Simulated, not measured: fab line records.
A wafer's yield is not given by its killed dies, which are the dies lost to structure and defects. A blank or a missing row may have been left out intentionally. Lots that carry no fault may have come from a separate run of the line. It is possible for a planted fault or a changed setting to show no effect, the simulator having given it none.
fab line records	flow sky130
record lots=7	wafers=21	last_day=50
route steps=708 shown NWELL@77 PWDE@84 VT_ADJUST_HVTP@85 PAD_OPEN@708
lots with no fault: from the same line, run without faults
start_h: hours from the record's first day to the start of the lot's first wafer shown	wait_h: how many hours have passed since the lot's step before this one	" repeats the value in the row above	L1.1+2: one row covering several wafers at once	- no value, or no start given	* or withheld: withheld	< > ~ a bound
route shown NAME@n: a module of which the file shows steps, and the number in the route of the first	usual: the fault-free wafers' mean and standard deviation	same: alike in all rows	chamber/n: place in a boat	sites: each site's reading	_std_site: how widely they spread, as a standard deviation	_edge_site: inner sites' mean taken away from outer sites' mean	radius_mm: for every site, how far away it sits from the centre of the wafer	mask NAME#n: copy n	behind: the last tool/chamber to shape the wafer	hold: cause of the lot's hold/its duration in hours/its outcome	device: transistor that didn't switch, given as n, p or np	end of line: tests of these same wafers at the route's end	a step with no rows: only its recipe	killed: dies lost to structure and defects at the first sort, not the wafer's yield	map: shows each die of a wafer: x if killed, . if not, _ if none is there
set.NAME: the run value of the setting; set.NAME@STEP: its run value at that earlier step	model.NAME: the simulator's own value behind a step, which no gauge read
a table for each step, a row for each wafer; lots at some steps of the route
services: a tool's chamber out of use, with start hour (start_h, from the record's first day; less than 0 if before it), hours out, and reason
## steps
# step SKY_NWELL_IMPLANT_24
# recipe species=B	energy_kev=137.8	dose_cm2=9.2e+12	tilt_deg=withheld
# step SKY_NWELL_STRIP_25
# recipe chemistry=O2/N2	power_w=1400	pressure_mtorr=1500	platen_temp_c=withheld	o2_flow_sccm=3000	n2_flow_sccm=300	overash_fraction=0.5
# usual drypump_motor_current_A=6.12/0.26	oes_product_au=0.722/0.004	strip_time_to_endpoint_s=36.95/0.091
lot.wafer	tool	chamber	start_h	wait_h	drypump_motor_current_A	oes_product_au	rf_hours_counter_h	strip_time_to_endpoint_s
L955.4	plasma_asher-03	1	109.43	0.1	6.48	0.720	-	36.76
L955.5	"	0	"	"	5.79	0.716	-	36.89
L955.6	"	1	"	"	6.48	0.722	-	36.79
L963.3	plasma_asher-01	0	158.12	0.1	6.16	0.721	-	36.89
L963.5	"	0	"	"	6.13	0.717	-	36.85
L963.6	"	1	"	"	5.92	0.728	-	36.95
L965.2	plasma_asher-03	0	166.20	0.1	5.79	0.728	46	36.85
L965.5	"	1	"	"	6.53	0.732	-	36.78
L965.6	"	0	"	"	5.79	0.723	-	36.77
L967.1	plasma_asher-01	0	174.15	0.1	6.17	0.722	36	37.05
L967.3	"	0	"	"	6.14	0.726	-	36.87
L967.6	"	1	"	"	5.90	0.723	-	36.92
L968.1	plasma_asher-04	0	180.79	0.1	6.06	0.725	49	36.92
L968.2	"	1	"	"	6.23	0.718	49	36.81
L968.3	"	0	"	"	6.06	0.727	-	36.97
L977.2	plasma_asher-03	1	240.35	0.1	6.51	0.718	54	36.92
L977.5	"	0	"	"	5.80	0.720	-	36.91
L977.6	"	1	"	"	6.48	0.723	-	36.93
L976.3	plasma_asher-01	1	240.86	0.1	5.93	0.716	-	36.86
L976.5	"	0	"	"	6.15	0.717	-	36.88
L976.6	"	1	"	"	5.90	0.720	-	37.10
# step SKY_NWELL_TW_MEAS_26
# usual NWELL_2_TW=497.1/2.2
lot.wafer	tool	chamber	start_h	wait_h	NWELL_2_TW
L955.4	film_metro-01	-	109.53	0.1	500.3
L955.5	"	-	"	"	497.8
L955.6	"	-	"	"	498.5
L963.3	film_metro-01	-	158.21	0.1	496.6
L963.5	"	-	"	"	496.2
L963.6	"	-	"	"	496.9
L965.2	film_metro-01	-	166.31	0.1	496.6
L965.5	"	-	"	"	493.0
L965.6	"	-	"	"	495.2
L967.1	film_metro-02	-	174.25	0.1	497.2
L967.3	"	-	"	"	497.3
L967.6	"	-	"	"	496.0
L968.1	film_metro-01	-	180.89	0.1	495.0
L968.2	"	-	"	"	496.8
L968.3	"	-	"	"	493.2
L977.2	film_metro-03	-	240.46	0.1	497.9
L977.5	"	-	"	"	500.2
L977.6	"	-	"	"	497.6
L976.3	film_metro-01	-	240.95	0.1	500.0
L976.5	"	-	"	"	496.8
L976.6	"	-	"	"	499.9
# step SKY_NWELL_CLEAN_27
# recipe chemistry=SC1/SC2	mix=1:4:20	temp_c=70	time_s=150	dry=n2_spin
# step SKY_NWELL_RTA_28
# recipe temp_c=1050	time_s=30	idle_temp_c=650	ramp_up_c_per_s=150	ramp_down_c_per_s=90	ambient=N2
# usual lamp_power_pct=25.30/0.055	wafer_temp_C_max=1054.8/1
lot.wafer	tool	chamber	start_h	wait_h	lamp_power_pct	wafer_temp_C_max
L955.4	rtp_anneal-01	0	109.66	0.1	25.29	1055.4
L955.5	"	0	"	"	25.27	1055.6
L955.6	"	0	"	"	25.35	1053.4
L963.3	rtp_anneal-01	0	158.34	0.0	25.43	1055.4
L963.5	"	0	"	"	25.28	1054.8
L963.6	"	0	"	"	25.36	1055.6
L965.2	rtp_anneal-02	0	166.42	0.0	25.22	1054.2
L965.5	"	0	"	"	25.26	1055.4
L965.6	"	0	"	"	25.39	1053.9
L967.1	rtp_anneal-02	0	174.36	0.0	25.34	1055.0
L967.3	"	0	"	"	25.29	1054.7
L967.6	"	0	"	"	25.34	1055.9
L968.1	rtp_anneal-02	0	181.00	0.0	25.29	1055.4
L968.2	"	0	"	"	25.29	1054.0
L968.3	"	0	"	"	25.34	1054.6
L977.2	rtp_anneal-02	0	240.58	0.0	25.23	1053.9
L977.5	"	0	"	"	25.30	1054.3
L977.6	"	0	"	"	25.32	1055.1
L976.3	rtp_anneal-01	0	241.08	0.0	25.42	1055.4
L976.5	"	0	"	"	25.34	1055.6
L976.6	"	0	"	"	25.36	1053.8
# step SKY_NWELL_RS_MEAS_29
# recipe thk_meas_gauge=four-point-probe
# usual NWELL_RS=624.8/1.5
lot.wafer	tool	chamber	start_h	wait_h	NWELL_RS[ohm/sq]
L955.4	film_metro-02	-	109.77	0.1	625.4
L955.5	"	-	"	"	625.4
L955.6	"	-	"	"	625.3
L963.3	film_metro-02	-	158.44	0.1	625.0
L963.5	"	-	"	"	623.9
L963.6	"	-	"	"	625.4
L965.2	film_metro-02	-	166.53	0.1	626.2
L965.5	"	-	"	"	625.0
L965.6	"	-	"	"	626.1
L967.1	film_metro-01	-	174.46	0.1	625.2
L967.3	"	-	"	"	624.3
L967.6	"	-	"	"	623.3
L968.1	film_metro-03	-	181.10	0.1	627.0
L968.2	"	-	"	"	627.6
L968.3	"	-	"	"	626.0
L977.2	film_metro-02	-	240.68	0.1	626.0
L977.5	"	-	"	"	625.7
L977.6	"	-	"	"	626.9
L976.3	film_metro-02	-	241.18	0.1	623.5
L976.5	"	-	"	"	625.2
L976.6	"	-	"	"	625.1
# step SKY_NWELL_RS_MEAS_31
# recipe thk_meas_gauge=four-point-probe
# usual PWDE_RS=5266/16
lot.wafer	tool	chamber	start_h	wait_h	PWDE_RS[ohm/sq]
L955.4	film_metro-02	-	110.01	0.1	5266
L955.5	"	-	"	"	5270
L955.6	"	-	"	"	5265
L963.3	film_metro-02	-	158.68	0.1	5309
L963.5	"	-	"	"	5295
L963.6	"	-	"	"	5269
L965.2	film_metro-02	-	166.77	0.1	5303
L965.5	"	-	"	"	5277
L965.6	"	-	"	"	5293
L967.1	film_metro-01	-	174.70	0.1	5273
L967.3	"	-	"	"	5256
L967.6	"	-	"	"	5254
L968.1	film_metro-03	-	181.34	0.1	5262
L968.2	"	-	"	"	5256
L968.3	"	-	"	"	5270
L977.2	film_metro-02	-	240.92	0.1	5234
L977.5	"	-	"	"	5252
L977.6	"	-	"	"	5254
L976.3	film_metro-02	-	241.42	0.1	5239
L976.5	"	-	"	"	5259
L976.6	"	-	"	"	5257
# step SKY_VT_ADJUST_HVTP_DEHYDRATE_00
# recipe temp_c=200	time_s=60
# step SKY_VT_ADJUST_HVTP_HMDS_01
# recipe prime_time_s=60	prime_temp_c=120
# step SKY_VT_ADJUST_HVTP_COAT_02
# recipe resist=NOVOLAK	spin_rpm=3000	resist_thk_nm=1140
# step SKY_VT_ADJUST_HVTP_SOFTBAKE_03
# recipe temp_c=90	time_s=60	resist=NOVOLAK
# step SKY_VT_ADJUST_HVTP_EXPOSE_04
# recipe mask_id=HVTPM	na=0.6	source_shape=conventional	sigma_outer=0.6	polarization=unpolarized	target_cd_nm=380	dose_mj=140
lot.wafer	tool	chamber	start_h	wait_h	mask
L955.4+5+6	iline_stepper-02	0	119.79	-	HVTPM#0
L963.3+5+6	iline_stepper-02	0	168.23	-	HVTPM#0
L965.2+5+6	iline_stepper-02	0	177.60	-	HVTPM#0
L967.1+3+6	iline_stepper-02	0	185.73	-	HVTPM#0
L968.1+2+3	iline_stepper-01	0	192.67	-	HVTPM#0
L977.2+5+6	iline_stepper-02	0	252.61	-	HVTPM#0
L976.3+5+6	iline_stepper-01	0	253.12	-	HVTPM#0
# step SKY_VT_ADJUST_HVTP_PEB_05
# recipe temp_c=withheld	time_s=*	resist=NOVOLAK
# step SKY_VT_ADJUST_HVTP_DEVELOP_06
# recipe resist=NOVOLAK	developer=TMAH	develop_time_s=60	dev_temp_c=23
# step SKY_VT_ADJUST_HVTP_CD_MEAS_07
# recipe target_cd_nm=380
# usual cd_nm=380.1/2.2
lot.wafer	tool	chamber	start_h	wait_h	cd_nm
L955.4	cd_sem-01	-	128.12	0.1	377.2
L955.5	"	-	"	"	380.7
L955.6	"	-	"	"	380.7
L963.3	cd_sem-02	-	178.93	0.1	366.8
L963.5	"	-	"	"	383.7
L963.6	"	-	"	"	365.9
L965.2	cd_sem-02	-	187.51	0.1	382.3
L965.5	"	-	"	"	383.9
L965.6	"	-	"	"	368.9
L967.1	cd_sem-02	-	196.11	0.1	380.4
L967.3	"	-	"	"	367.4
L967.6	"	-	"	"	366.5
L968.1	cd_sem-01	-	203.49	0.1	379.5
L968.2	"	-	"	"	379.9
L968.3	"	-	"	"	378.4
L977.2	cd_sem-01	-	264.57	0.1	376.8
L977.5	"	-	"	"	377.6
L977.6	"	-	"	"	377.0
L976.3	cd_sem-02	-	264.78	0.1	378.7
L976.5	"	-	"	"	378.2
L976.6	"	-	"	"	382.2
# step SKY_VT_ADJUST_HVTP_OVL_MEAS_08
# usual VT_ADJUST_HVTP_OVL=1.2/1.7
lot.wafer	tool	chamber	start_h	wait_h	VT_ADJUST_HVTP_OVL[nm]
L955.4	overlay-01	-	128.19	0.1	-0.4
L955.5	"	-	"	"	-0.7
L955.6	"	-	"	"	0.9
L963.3	overlay-02	-	179.03	0.1	1.2
L963.5	"	-	"	"	0.4
L963.6	"	-	"	"	-1.1
L965.2	overlay-02	-	187.62	0.1	-0.1
L965.5	"	-	"	"	1.4
L965.6	"	-	"	"	-0.5
L967.1	overlay-02	-	196.23	0.1	-0.3
L967.3	"	-	"	"	1.6
L967.6	"	-	"	"	0.4
L968.1	overlay-01	-	203.61	0.1	0.8
L968.2	"	-	"	"	0.3
L968.3	"	-	"	"	2.4
L977.2	overlay-02	-	264.68	0.1	1.2
L977.5	"	-	"	"	0.4
L977.6	"	-	"	"	1.1
L976.3	overlay-01	-	264.88	0.1	-0.2
L976.5	"	-	"	"	0.8
L976.6	"	-	"	"	0.2
# step SKY_PAD_OPEN_PROBE_99
# usual killed_at_M0_to_M3=43/6.6	killed_at_M4_up=3.4/1.8	killed_at_contacts=24/5.7	killed_at_front_end=15/4.2	killed_at_other=0.3/0.58	killed_dies=86/8	killed_open=46/7.2	killed_short=39/5.8
# same gross_dies=492	killed_at_back_side=0
lot.wafer	tool	chamber	start_h	wait_h	killed_at_M0_to_M3	killed_at_M4_up	killed_at_contacts	killed_at_front_end	killed_at_other	killed_dies	killed_open	killed_short
L955.4	prober-01	-	1083.13	0.2	36	7	30	10	0	83	49	34
L955.5	prober-01	-	1083.18	0.2	53	1	25	23	0	102	61	40
L955.6	prober-01	-	1083.23	0.2	34	1	27	13	1	76	38	38
L963.3	prober-01	-	1141.66	0.2	46	5	24	9	1	85	40	42
L963.5	prober-01	-	1141.76	0.2	49	4	26	8	0	87	48	38
L963.6	prober-01	-	1141.81	0.2	47	2	22	13	0	84	41	43
L965.2	prober-02	-	1152.33	0.1	42	5	33	13	1	94	49	45
L965.5	prober-02	-	1152.48	0.2	32	1	23	17	0	73	40	33
L965.6	prober-02	-	1152.53	0.2	53	3	29	12	0	97	51	45
L967.1	prober-02	-	1156.37	0.1	45	1	28	13	2	89	45	42
L967.3	prober-02	-	1156.47	0.2	44	3	32	14	1	94	56	38
L967.6	prober-02	-	1156.62	0.2	32	6	28	11	2	79	45	33
L968.1	prober-01	-	1162.32	0.1	37	3	27	16	0	83	49	33
L968.2	prober-01	-	1162.37	0.1	45	7	27	14	0	93	50	43
L968.3	prober-01	-	1162.42	0.2	44	3	27	18	0	92	42	50
L977.2	prober-01	-	1200.08	0.1	46	4	22	12	1	85	45	40
L977.5	prober-01	-	1200.23	0.2	46	3	19	23	0	91	44	46
L977.6	prober-01	-	1200.28	0.2	40	3	21	12	1	77	44	32
L976.3	prober-02	-	1204.13	0.2	39	5	26	16	0	86	52	33
L976.5	prober-02	-	1204.23	0.2	46	2	14	29	0	91	51	40
L976.6	prober-02	-	1204.28	0.2	44	1	24	10	0	79	55	24
# killed by level:class
L955.4 LI_CONTACT:geometric_particle:open=11 VIA3:geometric_particle:open=9 CONTACT:geometric_particle:open=7 VIA1:geometric_particle:open=7 VIA2:geometric_particle:open=6 METAL4:geometric_particle:short=6 METAL3:geometric_particle:short=4 LI_CONTACT:geometric_particle:short=4
L955.5 VIA1:geometric_particle:open=18 CONTACT:geometric_particle:open=13 METAL1:geometric_particle:short=9 LI_CONTACT:geometric_particle:open=7 POLY_GATE:geometric_particle:open=6 VIA3:geometric_particle:open=6 VIA1:geometric_particle:short=5 FIELD_ISO:geometric_particle:open=4
L955.6 LI_CONTACT:geometric_particle:open=10 CONTACT:geometric_particle:open=8 VIA1:geometric_particle:open=8 VIA1:geometric_particle:short=7 CONTACT:geometric_particle:short=5 METAL2:geometric_particle:short=5 LI_CONTACT:geometric_particle:short=4 METAL1:geometric_particle:short=4
L963.3 CONTACT:geometric_particle:open=9 VIA1:geometric_particle:open=8 VIA1:geometric_particle:short=8 VIA2:geometric_particle:open=7 LOCAL_INTERCONNECT:geometric_particle:short=6 VIA3:geometric_particle:open=6 FIELD_ISO:geometric_particle:short=4 CONTACT:geometric_particle:short=4
L963.5 VIA1:geometric_particle:open=13 CONTACT:geometric_particle:open=10 VIA2:geometric_particle:open=10 LOCAL_INTERCONNECT:geometric_particle:short=8 VIA3:geometric_particle:open=7 VIA1:geometric_particle:short=5 CONTACT:geometric_particle:short=4 METAL2:geometric_particle:short=4
L963.6 VIA1:geometric_particle:open=11 METAL1:geometric_particle:short=9 VIA1:geometric_particle:short=7 METAL2:geometric_particle:short=6 LOCAL_INTERCONNECT:geometric_particle:short=5 CONTACT:geometric_particle:open=5 VIA2:geometric_particle:open=5 VIA3:geometric_particle:open=5
L965.2 CONTACT:geometric_particle:short=10 CONTACT:geometric_particle:open=9 VIA2:geometric_particle:open=8 VIA1:geometric_particle:open=7 VIA3:geometric_particle:open=7 LI_CONTACT:geometric_particle:open=6 FIELD_ISO:geometric_particle:open=5 METAL2:geometric_particle:short=5
L965.5 VIA3:geometric_particle:open=8 LI_CONTACT:geometric_particle:open=7 VIA2:geometric_particle:open=7 METAL2:geometric_particle:short=6 CONTACT:geometric_particle:open=6 FIELD_ISO:geometric_particle:short=5 FIELD_ISO:geometric_particle:open=4 LOCAL_INTERCONNECT:geometric_particle:short=4
L965.6 CONTACT:geometric_particle:open=11 VIA1:geometric_particle:open=8 METAL2:geometric_particle:short=7 VIA2:geometric_particle:open=7 VIA3:geometric_particle:open=7 VIA1:geometric_particle:short=6 LI_CONTACT:geometric_particle:short=5 FIELD_ISO:geometric_particle:short=4
L967.1 VIA1:geometric_particle:open=9 CONTACT:geometric_particle:short=7 CONTACT:geometric_particle:open=7 VIA2:geometric_particle:open=7 METAL2:geometric_particle:short=6 LOCAL_INTERCONNECT:geometric_particle:short=5 FIELD_ISO:geometric_particle:open=4 LI_CONTACT:geometric_particle:open=4
L967.3 CONTACT:geometric_particle:open=13 VIA3:geometric_particle:open=11 VIA1:geometric_particle:open=8 CONTACT:geometric_particle:short=7 METAL1:geometric_particle:short=6 VIA2:geometric_particle:open=6 FIELD_ISO:geometric_particle:short=5 LI_CONTACT:geometric_particle:open=5
L967.6 CONTACT:geometric_particle:open=10 VIA1:geometric_particle:open=7 VIA1:geometric_particle:short=6 FIELD_ISO:geometric_particle:short=5 LI_CONTACT:geometric_particle:short=5 LI_CONTACT:geometric_particle:open=5 VIA2:geometric_particle:open=5 VIA3:geometric_particle:open=5
L968.1 CONTACT:geometric_particle:open=13 VIA1:geometric_particle:open=11 VIA2:geometric_particle:open=8 POLY_GATE:geometric_particle:short=5 CONTACT:geometric_particle:short=5 FIELD_ISO:geometric_particle:open=4 LI_CONTACT:geometric_particle:short=4 METAL1:geometric_particle:short=4
L968.2 VIA1:geometric_particle:open=9 CONTACT:geometric_particle:open=8 FIELD_ISO:geometric_particle:open=7 VIA2:geometric_particle:open=7 METAL2:geometric_particle:short=7 LI_CONTACT:geometric_particle:open=6 VIA2:geometric_particle:short=6 VIA3:geometric_particle:open=5
L968.3 VIA1:geometric_particle:open=9 LOCAL_INTERCONNECT:geometric_particle:short=8 CONTACT:geometric_particle:open=7 VIA1:geometric_particle:short=7 VIA2:geometric_particle:open=7 CONTACT:geometric_particle:short=5 METAL2:geometric_particle:short=5 FIELD_ISO:geometric_particle:short=4
L977.2 CONTACT:geometric_particle:open=10 METAL2:geometric_particle:short=8 VIA2:geometric_particle:open=8 METAL1:geometric_particle:short=7 VIA1:geometric_particle:open=7 LI_CONTACT:geometric_particle:open=5 VIA2:geometric_particle:short=4 VIA3:geometric_particle:open=4
L977.5 VIA1:geometric_particle:open=10 FIELD_ISO:geometric_particle:short=6 VIA2:geometric_particle:open=6 POLY_GATE:geometric_particle:short=6 LI_CONTACT:geometric_particle:open=6 CONTACT:geometric_particle:open=5 CONTACT:geometric_particle:short=5 VIA1:geometric_particle:short=5
L977.6 CONTACT:geometric_particle:open=8 LI_CONTACT:geometric_particle:open=7 VIA1:geometric_particle:open=7 VIA2:geometric_particle:open=6 FIELD_ISO:geometric_particle:open=5 METAL1:geometric_particle:short=5 VIA1:geometric_particle:short=5 VIA2:geometric_particle:short=5
L976.3 VIA1:geometric_particle:open=11 CONTACT:geometric_particle:open=10 LI_CONTACT:geometric_particle:open=9 CONTACT:geometric_particle:short=5 POLY_GATE:geometric_particle:short=4 SPACER:geometric_particle:open=4 METAL1:geometric_particle:open=4 VIA2:geometric_particle:open=4
L976.5 VIA1:geometric_particle:open=10 POLY_GATE:geometric_particle:short=9 POLY_GATE:geometric_particle:open=9 FIELD_ISO:geometric_particle:open=7 LI_CONTACT:geometric_particle:open=6 VIA1:geometric_particle:short=6 VIA3:geometric_particle:open=5 VIA2:geometric_particle:open=5
L976.6 CONTACT:geometric_particle:open=10 VIA1:geometric_particle:open=10 VIA2:geometric_particle:open=9 LI_CONTACT:geometric_particle:open=7 METAL1:geometric_particle:short=5 VIA3:geometric_particle:open=5 FIELD_ISO:geometric_particle:open=4 POLY_GATE:geometric_particle:open=3
## services
tool	chamber	start_h	hours	kind
iline_stepper-02	-	87.75	1.7	pm
iline_stepper-02	0	96.39	-	calibration
iline_stepper-01	0	113.86	-	calibration
plasma_asher-03	-	115.15	15.6	pm
rtp_anneal-01	-	195.73	4.4	pm
iline_stepper-01	-	201.15	1.7	pm
plasma_asher-01	-	214.11	14.6	pm
plasma_asher-03	-	236.66	2.8	pm
## key
first_sign step=SKY_VT_ADJUST_HVTP_CD_MEAS_07	reading=cd_nm	direction=down	sigmas=5.8	usual=380.1	struck=367.1
effect none on later readings
met_at SKY_VT_ADJUST_HVTP_EXPOSE_04
struck_wafers L963.3,L963.6,L965.6,L967.3,L967.6
tester_left_out L963,L965,L967
onset_between 119.79 168.23
fault kind=process_parameter_drift	tool=iline_stepper-02	chamber=-	onset_h=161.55	steps=SKY_VT_ADJUST_HVTP_EXPOSE_04	channel=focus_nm	offset=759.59	shape=step	end_h=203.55	scope=struck_wafers_only
# tester_left_out: of these lots the tester's yield and bins aren't shown, on N5 and GAA mostly nor the transistor test; their killed dies are dies lost to structure and defects alone, not to doping, threshold or leakage, so they don't give the yield
